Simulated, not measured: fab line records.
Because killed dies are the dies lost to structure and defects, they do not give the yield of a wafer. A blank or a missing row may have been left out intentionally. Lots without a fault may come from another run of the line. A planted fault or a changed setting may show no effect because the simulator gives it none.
Which tool is to blame? / flow sky130 / 12 lots with 36 wafers sampled at 3 steps, on a route of 708 steps

## WHAT THE GAUGES READ, wafer by wafer
SKY_VIA4_RS_MEAS_19: a four-point-probe measurement.
lot=L822; measured=day 43 02:54; on=filmMetro-04; VIA4_W_RS (ohm/sq)=0.2246 0.2239 0.2262
lot=L823; measured=day 43 11:22; on=filmMetro-03; VIA4_W_RS (ohm/sq)=0.2278 0.2260 0.2278
lot=L826; measured=day 44 02:59; on=filmMetro-02; VIA4_W_RS (ohm/sq)=0.2225 0.2211 0.2242
lot=L828; measured=day 44 13:26; on=filmMetro-04; VIA4_W_RS (ohm/sq)=0.2250 0.2210 0.2212
lot=L829; measured=day 44 21:28; on=filmMetro-02; VIA4_W_RS (ohm/sq)=0.2240 0.2266 0.2222
lot=L830; measured=day 45 01:31; on=filmMetro-04; VIA4_W_RS (ohm/sq)=0.2301 0.2284 0.2315
lot=L831; measured=day 45 09:41; on=filmMetro-04; VIA4_W_RS (ohm/sq)=0.2226 0.2239 0.2244
lot=L832; measured=day 45 16:07; on=filmMetro-03; VIA4_W_RS (ohm/sq)=0.2263 0.2240 0.2268
lot=L837; measured=day 46 21:07; on=filmMetro-03; VIA4_W_RS (ohm/sq)=0.2241 0.2284 0.2264
lot=L841; measured=day 47 18:50; on=filmMetro-03; VIA4_W_RS (ohm/sq)=0.2256 0.2240 0.2272
lot=L842; measured=day 48 03:17; on=filmMetro-04; VIA4_W_RS (ohm/sq)=0.2262 0.2287 0.2273
lot=L844; measured=day 48 08:41; on=filmMetro-02; VIA4_W_RS (ohm/sq)=0.2288 0.2291 0.2283

## WHICH TOOL RAN EACH LOT (tool, then ch and the chambers of the sampled wafers, then the start)
lot=L822; SKY_VIA2_CMP_24=cmp-01 ch 2,3, day 36 16:02; SKY_CAP2M_SOFTBAKE_08=lithoTrack-01 ch 0, day 40 13:06
lot=L823; SKY_VIA2_CMP_24=cmp-01 ch 0,2,3, day 36 23:44; SKY_CAP2M_SOFTBAKE_08=lithoTrack-02 ch 0, day 40 20:49
lot=L826; SKY_VIA2_CMP_24=cmp-02 ch 1,2,3, day 37 21:22; SKY_CAP2M_SOFTBAKE_08=lithoTrack-02 ch 0, day 41 15:46
lot=L828; SKY_VIA2_CMP_24=cmp-01 ch 0,1, day 38 08:49; SKY_CAP2M_SOFTBAKE_08=lithoTrack-01 ch 0, day 42 01:30
lot=L829; SKY_VIA2_CMP_24=cmp-02 ch 1,2, day 38 17:07; SKY_CAP2M_SOFTBAKE_08=lithoTrack-01 ch 0, day 42 09:39
lot=L830; SKY_VIA2_CMP_24=cmp-01 ch 1,2, day 38 21:52; SKY_CAP2M_SOFTBAKE_08=lithoTrack-01 ch 0, day 42 15:22
lot=L831; SKY_VIA2_CMP_24=cmp-02 ch 0,1,3, day 39 06:31; SKY_CAP2M_SOFTBAKE_08=lithoTrack-02 ch 0, day 42 23:07
lot=L832; SKY_VIA2_CMP_24=cmp-02 ch 0,1,2, day 39 14:14; SKY_CAP2M_SOFTBAKE_08=lithoTrack-04 ch 0, day 43 06:06
lot=L837; SKY_VIA2_CMP_24=cmp-02 ch 1,2, day 41 00:54; SKY_CAP2M_SOFTBAKE_08=lithoTrack-04 ch 0, day 44 13:49
lot=L841; SKY_VIA2_CMP_24=cmp-01 ch 0,1,2, day 42 00:57; SKY_CAP2M_SOFTBAKE_08=lithoTrack-04 ch 0, day 45 11:24
lot=L842; SKY_VIA2_CMP_24=cmp-01 ch 1,3, day 42 12:08; SKY_CAP2M_SOFTBAKE_08=lithoTrack-02 ch 0, day 45 22:01
lot=L844; SKY_VIA2_CMP_24=cmp-01 ch 0,1,2, day 42 17:27; SKY_CAP2M_SOFTBAKE_08=lithoTrack-02 ch 0, day 46 03:17
- SKY_VIA2_CMP_24: polishes, stops on SiO2, t overpolish 20 s, target thk 0 nm.
- SKY_CAP2M_SOFTBAKE_08: time 60 s.

## WHAT THE TOOLS THEMSELVES READ (means of the sampled wafers that have a number; where no wafer has one, the mark that the record gives instead)
SKY_VIA2_CMP_24.
lot=L822; tool=cmp-01; motorCurrentA (A)=10.9; overpolishRunS (s)=19.996; timeToEndpointS (s)=96.9
lot=L823; tool=cmp-01; motorCurrentA (A)=10.7; overpolishRunS (s)=20.004; timeToEndpointS (s)=95.6
lot=L826; tool=cmp-02; motorCurrentA (A)=11.7; overpolishRunS (s)=20.001; timeToEndpointS (s)=98.9
lot=L828; tool=cmp-01; motorCurrentA (A)=11.0; overpolishRunS (s)=20.000; timeToEndpointS (s)=96.0
lot=L829; tool=cmp-02; motorCurrentA (A)=12.7; overpolishRunS (s)=20.002; timeToEndpointS (s)=98.4
lot=L830; tool=cmp-01; motorCurrentA (A)=10.0; overpolishRunS (s)=20.002; timeToEndpointS (s)=98.0
lot=L831; tool=cmp-02; motorCurrentA (A)=12.4; overpolishRunS (s)=19.992; timeToEndpointS (s)=100.7
lot=L832; tool=cmp-02; motorCurrentA (A)=12.2; overpolishRunS (s)=20.014; timeToEndpointS (s)=98.1
lot=L837; tool=cmp-02; motorCurrentA (A)=12.1; overpolishRunS (s)=19.997; timeToEndpointS (s)=99.0
lot=L841; tool=cmp-01; motorCurrentA (A)=10.4; overpolishRunS (s)=19.992; timeToEndpointS (s)=99.6
lot=L842; tool=cmp-01; motorCurrentA (A)=12.1; overpolishRunS (s)=20.004; timeToEndpointS (s)=98.3
lot=L844; tool=cmp-01; motorCurrentA (A)=10.4; overpolishRunS (s)=20.001; timeToEndpointS (s)=101.7

SKY_CAP2M_SOFTBAKE_08.
lot=L822; tool=lithoTrack-01; chillPlateTempC (C)=22.97; heaterPowerTotalW (W)=56.59; runLengthS (s)=88.7
lot=L823; tool=lithoTrack-02; chillPlateTempC (C)=23.12; heaterPowerTotalW (W)=56.61; runLengthS (s)=89.4
lot=L826; tool=lithoTrack-02; chillPlateTempC (C)=22.93; heaterPowerTotalW (W)=56.57; runLengthS (s)=89.3
lot=L828; tool=lithoTrack-01; chillPlateTempC (C)=22.95; heaterPowerTotalW (W)=56.59; runLengthS (s)=88.7
lot=L829; tool=lithoTrack-01; chillPlateTempC (C)=22.94; heaterPowerTotalW (W)=56.89; runLengthS (s)=87.7
lot=L830; tool=lithoTrack-01; chillPlateTempC (C)=22.97; heaterPowerTotalW (W)=56.91; runLengthS (s)=87.6
lot=L831; tool=lithoTrack-02; chillPlateTempC (C)=23.07; heaterPowerTotalW (W)=56.58; runLengthS (s)=89.3
lot=L832; tool=lithoTrack-04; chillPlateTempC (C)=22.97; heaterPowerTotalW (W)=56.60; runLengthS (s)=89.6
lot=L837; tool=lithoTrack-04; chillPlateTempC (C)=22.89; heaterPowerTotalW (W)=56.56; runLengthS (s)=89.5
lot=L841; tool=lithoTrack-04; chillPlateTempC (C)=22.97; heaterPowerTotalW (W)=56.60; runLengthS (s)=89.7
lot=L842; tool=lithoTrack-02; chillPlateTempC (C)=22.93; heaterPowerTotalW (W)=56.60; runLengthS (s)=89.4
lot=L844; tool=lithoTrack-02; chillPlateTempC (C)=22.88; heaterPowerTotalW (W)=56.63; runLengthS (s)=89.4

## THE ANSWER, worked out from the rows above alone
Rule: what is usual is taken from the lots themselves. The widest of any qualifying gaps counts: lots, ordered by their means at a reading, are off when they make up no more than a third of the lots, leave a main group of 4 or more, and stand apart from it by 3 or more times the standard deviation of that group's means. Not used: any main group whose means are identical at the precision the tables above print for the reading. A lot without any number at a reading at which 4 lots or more have one is off too. The other lots that the step has rows for count as sound. The gauges are gone through in route order, then the tools' own readings, and for those a lot's mean is taken as printed above. At the first step where some lot is off, the reading lying furthest off is the one used; lots without a number count as furthest.
Off, at SKY_CAP2M_SOFTBAKE_08 on heaterPowerTotalW: L829, L830. Main group: mean 56.59 W, sd 0.019.
If a tool, at that step or one of the process steps before it, ran each lot that is off and ran no sound lot following the first of them, it fits. One fits: SKY_CAP2M_SOFTBAKE_08 on lithoTrack-01. A fault onset in the window from L828 (day 42 01:30, its last sound lot) to L829 (day 42 09:39, its first lot off) fits.
The tool's own readings at SKY_CAP2M_SOFTBAKE_08 bear it out: on the lots that are off they differ by more than 5 times the standard deviation of the sound lots' means. heaterPowerTotalW reads 56.90 W there against 56.59 W on the sound lots; runLengthS reads 87.7 s there against 89.3 s on the sound lots.

## WHAT WAS PUT IN BY THE SIMULATOR
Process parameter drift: lithoTrack-01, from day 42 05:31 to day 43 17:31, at SKY_CAP2M_SOFTBAKE_08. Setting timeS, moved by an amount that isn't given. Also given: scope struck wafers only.
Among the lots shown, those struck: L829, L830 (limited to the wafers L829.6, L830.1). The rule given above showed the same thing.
